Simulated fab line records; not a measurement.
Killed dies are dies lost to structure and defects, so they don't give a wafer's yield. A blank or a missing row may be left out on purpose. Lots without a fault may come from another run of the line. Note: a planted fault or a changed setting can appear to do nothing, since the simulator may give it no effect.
Which of the tools did it? | flow gf180mcu | Sampling: 14 lots, 42 wafers, 4 of 602 route steps

WHAT THE GAUGES READ, wafer by wafer
GF_V4_THK_MEAS_03. Usual: V4_CVD_02_THK gives 852 nm (standard deviation 13).
lot  | measured     | on           | V4_CVD_02_THK (nm) | flag
L101 | day 23 11:09 | filmMetro-03 | 848 863 876        | 
L104 | day 24 15:40 | filmMetro-02 | 839 849 853        | 
L105 | day 24 23:40 | filmMetro-03 | 847 856 858        | 
L106 | day 25 10:10 | filmMetro-02 | 850 841 845        | 
L107 | day 25 17:05 | filmMetro-02 | 846 846 860        | 
L108 | day 26 08:55 | filmMetro-03 | 826 838 841        | 
L109 | day 26 12:00 | filmMetro-02 | 845 873 863        | 
L110 | day 26 17:43 | filmMetro-03 | 851 830 862        | 
L112 | day 27 11:27 | filmMetro-03 | 835 847 844        | 
L113 | day 27 16:27 | filmMetro-02 | 841 852 859        | 
L114 | day 27 21:36 | filmMetro-02 | 854 861 860        | 
L121 | day 29 23:25 | filmMetro-02 | 823 851 844        | 
L123 | day 30 10:02 | filmMetro-03 | 841 840 862        | 
L124 | day 30 15:31 | filmMetro-02 | 838 837 858        | 

TOOL THAT RAN EACH LOT (tool first, then ch and the chambers of the sampled wafers, then the start)
lot  | GF_DNWELL_STRIP_08                 | GF_V3_CVD_23                 | GF_M4_SPUTTER_00
L101 | plasmaAsher-03 ch 0,1, day 2 17:09 | cvdW-02 ch 0,1, day 22 10:12 | pvdSputter-01, day 22 10:45
L104 | plasmaAsher-03 ch 0,1, day 3 11:49 | cvdW-01 ch 0,1, day 23 15:49 | pvdSputter-04, day 23 16:24
L105 | plasmaAsher-02 ch 0,1, day 3 16:17 | cvdW-01 ch 0,1, day 24 00:09 | pvdSputter-04, day 24 00:42
L106 | plasmaAsher-03 ch 0,1, day 3 20:54 | cvdW-02 ch 0,1, day 24 10:37 | pvdSputter-04, day 24 11:13
L107 | plasmaAsher-03 ch 0,1, day 4 03:43 | cvdW-01 ch 0,1, day 24 17:27 | pvdSputter-04, day 24 18:02
L108 | plasmaAsher-02 ch 0,1, day 4 08:43 | cvdW-02 ch 0,1, day 25 09:52 | pvdSputter-01, day 25 10:27
L109 | plasmaAsher-03 ch 0,1, day 4 13:42 | cvdW-02 ch 0,1, day 25 13:44 | pvdSputter-04, day 25 14:19
L110 | plasmaAsher-03 ch 0,1, day 4 17:24 | cvdW-02 ch 0, day 25 19:06   | pvdSputter-01, day 25 19:47
L112 | plasmaAsher-03 ch 0,1, day 5 05:01 | cvdW-01 ch 1, day 26 12:58   | pvdSputter-04, day 26 13:40
L113 | plasmaAsher-01 ch 0,1, day 5 09:24 | cvdW-01 ch 1, day 26 18:46   | pvdSputter-01, day 26 19:26
L114 | plasmaAsher-03 ch 0,1, day 5 14:47 | cvdW-01 ch 1, day 26 23:26   | pvdSputter-03, day 27 00:04
L121 | plasmaAsher-01 ch 0,1, day 7 06:15 | cvdW-01 ch 1, day 29 02:28   | pvdSputter-03, day 29 03:08
L123 | plasmaAsher-02 ch 1, day 7 16:24   | cvdW-01 ch 0,1, day 29 13:29 | pvdSputter-01, day 29 14:05
L124 | plasmaAsher-01 ch 0,1, day 7 20:07 | cvdW-01 ch 1, day 29 19:08   | pvdSputter-04, day 29 19:44
- GF_DNWELL_STRIP_08: strips in O2/N2.
- GF_V3_CVD_23: deposits W, target thk 350 nm, time 104.9 s.
- GF_M4_SPUTTER_00: material Ti, target thk 37.5 nm, time 150 s.

WHAT THE TOOLS THEMSELVES READ (means of the sampled wafers that have a number; where no wafer has one, the mark that the record gives instead)
GF_DNWELL_STRIP_08. Usual: drypumpMotorCurrentA 5.69 A, standard deviation 0.25; heaterPowerW 317 W, standard deviation 14; n2FlowSccm 300.0 sccm, standard deviation 0.85; oesProductAu 0.722 a.u., standard deviation 0.0046; stripTimeToEndpointS 37.18 s, standard deviation 0.12.
lot  | tool           | drypumpMotorCurrentA (A) | heaterPowerW (W) | n2FlowSccm (sccm) | oesProductAu (a.u.) | stripTimeToEndpointS (s) | flag
L101 | plasmaAsher-03 | 5.48                     | 324              | 301.1             | 0.720               | 37.26                    | 
L104 | plasmaAsher-03 | 5.47                     | 322              | 299.4             | 0.723               | 37.17                    | 
L105 | plasmaAsher-02 | 5.76                     | 315              | 300.2             | 0.723               | 37.04                    | 
L106 | plasmaAsher-03 | 5.50                     | 322              | 299.1             | 0.724               | 37.04                    | 
L107 | plasmaAsher-03 | 5.49                     | 322              | 300.4             | 0.722               | 37.15                    | 
L108 | plasmaAsher-02 | 5.90                     | 311              | 300.2             | 0.726               | 37.27                    | 
L109 | plasmaAsher-03 | 5.47                     | 323              | 299.4             | 0.719               | 37.36                    | 
L110 | plasmaAsher-03 | 5.63                     | 322              | 299.2             | 0.724               | 37.19                    | 
L112 | plasmaAsher-03 | 5.48                     | 319              | 300.9             | 0.724               | 37.21                    | 
L113 | plasmaAsher-01 | 5.71                     | 304              | 300.3             | 0.720               | 37.34                    | 
L114 | plasmaAsher-03 | 5.48                     | 324              | 299.7             | 0.723               | 37.15                    | 
L121 | plasmaAsher-01 | 5.71                     | 301              | 300.2             | 0.727               | 37.16                    | 
L123 | plasmaAsher-02 | 6.08                     | 309              | 300.8             | 0.722               | 37.10                    | 
L124 | plasmaAsher-01 | 5.71                     | 302              | 300.3             | 0.723               | 37.35                    | 

GF_V3_CVD_23. Usual: chamberPressureTorr 39.99 Torr, standard deviation 0.082; heaterPowerW 872 W, standard deviation 77.
lot  | tool    | chamberPressureTorr (Torr) | heaterPowerW (W) | flag
L101 | cvdW-02 | 40.03                      | 755              | 
L104 | cvdW-01 | 40.06                      | 886              | 
L105 | cvdW-01 | 39.97                      | 848              | 
L106 | cvdW-02 | 39.98                      | 765              | 
L107 | cvdW-01 | 39.95                      | 890              | 
L108 | cvdW-02 | 40.00                      | 764              | 
L109 | cvdW-02 | 40.07                      | 758              | 
L110 | cvdW-02 | 40.08                      | 753              | 
L112 | cvdW-01 | 39.99                      | 928              | 
L113 | cvdW-01 | 39.88                      | 927              | 
L114 | cvdW-01 | 39.97                      | 932              | 
L121 | cvdW-01 | 40.00                      | 933              | 
L123 | cvdW-01 | 39.97                      | 851              | 
L124 | cvdW-01 | 39.99                      | 934              | 

GF_M4_SPUTTER_00. Usual: 30.2 % for throttleValvePct, sd 0.79.
lot  | tool          | throttleValvePct (%) | flag
L101 | pvdSputter-01 | 29.7                 | 
L104 | pvdSputter-04 | 30.6                 | 
L105 | pvdSputter-04 | 30.0                 | 
L106 | pvdSputter-04 | 30.0                 | 
L107 | pvdSputter-04 | 30.1                 | 
L108 | pvdSputter-01 | 29.9                 | 
L109 | pvdSputter-04 | 30.8                 | 
L110 | pvdSputter-01 | 30.5                 | 
L112 | pvdSputter-04 | 30.7                 | 
L113 | pvdSputter-01 | 29.8                 | 
L114 | pvdSputter-03 | 30.4                 | 
L121 | pvdSputter-03 | 30.3                 | 
L123 | pvdSputter-01 | 30.7                 | 
L124 | pvdSputter-04 | 29.7                 | 

THE ANSWER, worked out from the rows above alone
Rule: lot off if the mean of its wafers having a number is beyond 3 standard deviations from the usual mean. A lot without any number at a reading at which 4 lots or more have one is off too. Any other lot the step has rows for is counted as sound. The gauges are gone through in route order, then the tools' own readings, and for those a lot's mean is taken as printed above. The first step at which some lot is off is used, and at that step the reading that is off furthest; a lot without a number counts as furthest.
Nothing can be told from this: no lot is off at any reading shown.

WHAT HAD BEEN PUT IN BY THE SIMULATOR
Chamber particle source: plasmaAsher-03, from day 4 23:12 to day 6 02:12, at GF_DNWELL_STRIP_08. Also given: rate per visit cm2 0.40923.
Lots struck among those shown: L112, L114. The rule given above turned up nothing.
